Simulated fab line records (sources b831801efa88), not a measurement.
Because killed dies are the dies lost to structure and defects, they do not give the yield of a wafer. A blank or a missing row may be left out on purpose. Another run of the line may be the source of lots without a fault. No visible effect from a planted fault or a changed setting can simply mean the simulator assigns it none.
Matching of chambers / flow sky130 / cmp-02 running SKY_VIA4_CMP_02: 4 sister chambers
The step polishes SiO2. 4 wafers are shown with their chamber, then 7 later ones without.

## WAFERS PAIRED WITH THEIR CHAMBERS
wafer=L500.1; chamber=0; motor-current-A (A)=11.9
wafer=L500.4; chamber=2; motor-current-A (A)=12.6
wafer=L506.4; chamber=3; motor-current-A (A)=12.2
wafer=L506.5; chamber=1; motor-current-A (A)=11.5

## WAFERS WITHOUT THEIR CHAMBER
wafer=L506.6; motor-current-A (A)=13.2
wafer=L508.1; motor-current-A (A)=12.3
wafer=L508.5; motor-current-A (A)=12.3
wafer=L508.6; motor-current-A (A)=11.5
wafer=L509.2; motor-current-A (A)=12.5
wafer=L509.3; motor-current-A (A)=11.3
wafer=L509.4; motor-current-A (A)=12.0

## EACH ONE'S CHAMBER
wafer=L506.6; from the rows above=can't be placed: 2 or 3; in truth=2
wafer=L508.1; from the rows above=can't be placed: 3 or 2 or 0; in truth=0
wafer=L508.5; from the rows above=can't be placed: 3 or 2 or 0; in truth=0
wafer=L508.6; from the rows above=can't be placed: 1 or 0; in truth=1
wafer=L509.2; from the rows above=can't be placed: 2 or 3 or 0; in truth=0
wafer=L509.3; from the rows above=can't be placed: 1 or 0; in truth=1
wafer=L509.4; from the rows above=can't be placed: 0 or 3 or 1 or 2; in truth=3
Correct placement for 0 of the 7. Cannot be placed on the basis of these rows: 7; the candidates contain the true chamber in 7. Number placed wrongly: 0.
How it was worked out, from the rows above alone: a wafer's distance from a chamber is the root of the sum, over the readings, of the square of ((its reading less the chamber's mean) divided by the reading's scatter). If the next closest chamber is less than 2 further off than the closest, the wafer can't be placed; otherwise it belongs to the closest. The mean given for a chamber averages the wafers shown for that chamber. The scatter: with one shown wafer a chamber, the root of the mean of the squares of how far each hidden wafer lies from its nearest shown one.
